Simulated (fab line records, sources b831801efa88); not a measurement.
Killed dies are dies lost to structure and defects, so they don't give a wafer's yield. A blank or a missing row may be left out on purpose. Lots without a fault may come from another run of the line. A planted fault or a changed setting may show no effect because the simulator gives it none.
Chamber matching | flow gf180mcu | GF_V4_ETCH_17 on rie_diel-02: 4 sister chambers
The step etches SiO2 in C4F8/O2/Ar, stops on TiN, target depth 630 nm. 14 wafers are shown with their chamber, then 7 later ones without.

WAFERS WITH THEIR CHAMBER
wafer  | chamber | rf_fwd_power_W (W) | oes_product_au (a.u.)
L789.1 | 3       | 1495               | 0.853
L789.3 | 1       | 1498               | 0.864
L789.6 | 0       | 1497               | 0.856
L790.2 | 1       | 1485               | 0.857
L790.3 | 0       | 1489               | 0.852
L790.4 | 1       | 1499               | 0.861
L795.1 | 1       | 1487               | 0.864
L795.3 | 3       | 1491               | 0.849
L795.6 | 1       | 1490               | 0.856
L797.1 | 2       | 1486               | 0.855
L797.4 | 3       | 1486               | 0.855
L797.6 | 1       | 1494               | 0.842
L802.1 | 1       | 1485               | 0.857
L802.5 | 1       | 1487               | 0.861

SIGNATURES (means of the wafers above)
reading        | chamber 0 | chamber 1 | chamber 2 | chamber 3 | scatter within a chamber
rf_fwd_power_W | 1493.00   | 1490.62   | 1486.00   | 1490.67   | 5.46
oes_product_au | 0.85400   | 0.85775   | 0.85500   | 0.85233   | 0.00615
Rule: a wafer's distance from a chamber is the root of the sum, over the readings, of the square of ((its reading less the chamber's mean) divided by the reading's scatter). The wafer belongs to the nearest chamber; if the next one is less than 2 further off, it can't be placed. The scatter: the root of (the sum of the squares of (reading less its chamber's mean) over the shown wafers, divided by (wafers less chambers)).

WAFERS WITHOUT THEIR CHAMBER
wafer  | rf_fwd_power_W (W) | oes_product_au (a.u.)
L802.6 | 1491               | 0.856
L809.1 | 1489               | 0.857
L809.2 | 1489               | 0.860
L809.4 | 1484               | 0.857
L810.1 | 1485               | 0.857
L810.2 | 1486               | 0.860
L810.6 | 1497               | 0.855

WHICH CHAMBER EACH WENT THROUGH
wafer  | from the rows above               | in truth
L802.6 | can't be placed: 1 or 0 or 3 or 2 | 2
L809.1 | can't be placed: 1 or 2 or 3 or 0 | 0
L809.2 | can't be placed: 1 or 2 or 0 or 3 | 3
L809.4 | can't be placed: 2 or 1 or 3 or 0 | 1
L810.1 | can't be placed: 2 or 1 or 3 or 0 | 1
L810.2 | can't be placed: 2 or 1 or 3 or 0 | 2
L810.6 | can't be placed: 0 or 3 or 1 or 2 | 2
Placed correctly: 0 of 7. Can't be placed from these rows: 7 (the true chamber is among the candidates in 7). Placed wrongly: 0.
